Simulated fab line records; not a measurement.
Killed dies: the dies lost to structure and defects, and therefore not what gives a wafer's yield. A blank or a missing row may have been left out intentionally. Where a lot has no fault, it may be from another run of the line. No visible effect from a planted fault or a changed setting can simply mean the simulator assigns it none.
A struck lot beside a sound one + flow sky130 + 15 out of 708 route steps
Sound: the wafers L108.1, L108.2, L108.4. Struck: wafers L114.2, L114.3, L114.4. The cause is named last.
At each step with rows: each side's tool, then ch and its chambers, then its first start. Under that, the readings that differ: sound wafers + struck wafers + difference of the means + sigmas: that difference in standard deviations of wafers without a fault.
alike: a reading whose means differ by less than 2 such deviations, as well as words and numbers matching on both sides. not compared: withheld readings; readings where some wafer has no value; bounds like >300 that might hide an equal value; numbers whose values overlap and for which the record gives no deviation.
The two part at a step that has a row with sigmas, a row that says differs or no value, or rows on one side only. Numbers that don't overlap but have no deviation are shown without sigmas and don't part them. A reading missing from all wafers of one side parts the sides only when that side holds two or more wafers.

SKY_VIA2_ETCH_14: etches BARC in N2/H2, stops on SiO2, time 45.9 s, target depth 60 nm.
  sound on rie-diel-01 ch 1,2,3, day 38 16:53; struck on rie-diel-03 ch 0,2,3, day 39 21:46
  alike: drypump-motor-current-A, oes-product-au, throttle-valve-pct
  not compared: rf-hours-counter-h
SKY_VIA2_ETCH_15: etches SiO2 in C4F8/O2/Ar, stops on TiN, target depth 546 nm, time 84 s.
  sound on rie-diel-01 ch 1,2,3, day 38 16:56; struck on rie-diel-03 ch 0,2,3, day 39 21:49
  alike: oes-product-au
SKY_VIA2_STRIP_16: strips in O2/N2.
  sound on plasma-asher-04 ch 0,1, day 38 17:00; struck on plasma-asher-01 ch 0,1, day 39 21:53
  alike: drypump-motor-current-A, oes-product-au, strip-time-to-endpoint-s
  not compared: rf-hours-counter-h
then, 5 steps without rows for these wafers: SKY_VIA2_STRIP_17 (strips in post etch residue remover, time 1200 s); SKY_VIA2_CLEAN_18 (cleans in IPA, time 180 s); SKY_VIA2_CLEAN_19 (cleans in O3/DIW); SKY_VIA2_SPUTTER_20 (material TiN, target thk 20 nm, time 80 s); SKY_VIA2_CVD_21 (deposits W, target thk 420 nm, time 126.4 s).
SKY_VIA2_RS_MEAS_22: measures by four-point-probe.
  sound on film-metro-01 at day 38 18:07; struck on film-metro-02 at day 39 22:41
  alike: VIA2_W_RS
SKY_VIA2_THK_MEAS_23: measures by xrf.
  sound on film-metro-01 at day 38 18:14; struck on film-metro-02 at day 39 22:47
  alike: VIA2_W_THK
SKY_VIA2_CMP_24: polishes, stops on SiO2, t overpolish 20 s, target thk 0 nm.
  sound on cmp-02 ch 0,2,3, day 38 18:18; struck on cmp-02 ch 0,1,2, day 39 22:50
  alike: motor-current-A, overpolish-run-s, time-to-endpoint-s
then, 1 step without rows for these wafers: SKY_METAL3_SPUTTER_00 (material Ti, target thk 15 nm, time 10 s).
SKY_METAL3_SPUTTER_01: material TiN, target thk 20 nm, time 16.7 s.
  sound on pvd-sputter-04 at day 38 18:38; struck on pvd-sputter-02 at day 39 23:10
| reading                                    | sound             | struck           | difference | sigmas |
|--------------------------------------------|-------------------|------------------|------------|--------|
| model.TiN_of_METAL3_SPUTTER_01.thk-nm (nm) | 20.05 20.09 20.26 | 21.34 21.1 21.01 | +1.02      |        |
  alike: cathode-dc-power-W, chamber-pressure-pa, throttle-valve-pct
SKY_METAL3_SPUTTER_02: material AlCu, target thk 735 nm, time 37.31 s.
  sound on pvd-sputter-04 at day 38 18:39; struck on pvd-sputter-02 at day 39 23:11
  alike: cathode-dc-power-W, chamber-pressure-pa, throttle-valve-pct
-- the record jumps here: 9 days lie between the struck wafers' starts before and after (it left off in module METAL3 and takes up again in module PAD_OPEN, whose first step shown is number 708 of the route) --
SKY_PAD_OPEN_PROBE_99:
  sound on prober-01 at day 47 15:28; struck on prober-01 at day 48 16:20
| reading         | sound | struck | difference | sigmas |
|-----------------|-------|--------|------------|--------|
| killed-at-other | 3 2 1 | 0 0 1  | -2         | -2     |
  alike: defect-limited-yield, killed_at_M0_to_M3, killed_at_M4_up, killed-at-contacts, killed-at-front-end, killed-dies, killed-on-rim, killed-open, killed-short, sort_bin_3_pad_short, sort_bin_5_function, sort_bin_6_memory, sort-n-pass, sort-yield-pct

## WHERE THEY PART
Within this record, at SKY_PAD_OPEN_PROBE_99 only.

WHY: the cause the simulator had injected
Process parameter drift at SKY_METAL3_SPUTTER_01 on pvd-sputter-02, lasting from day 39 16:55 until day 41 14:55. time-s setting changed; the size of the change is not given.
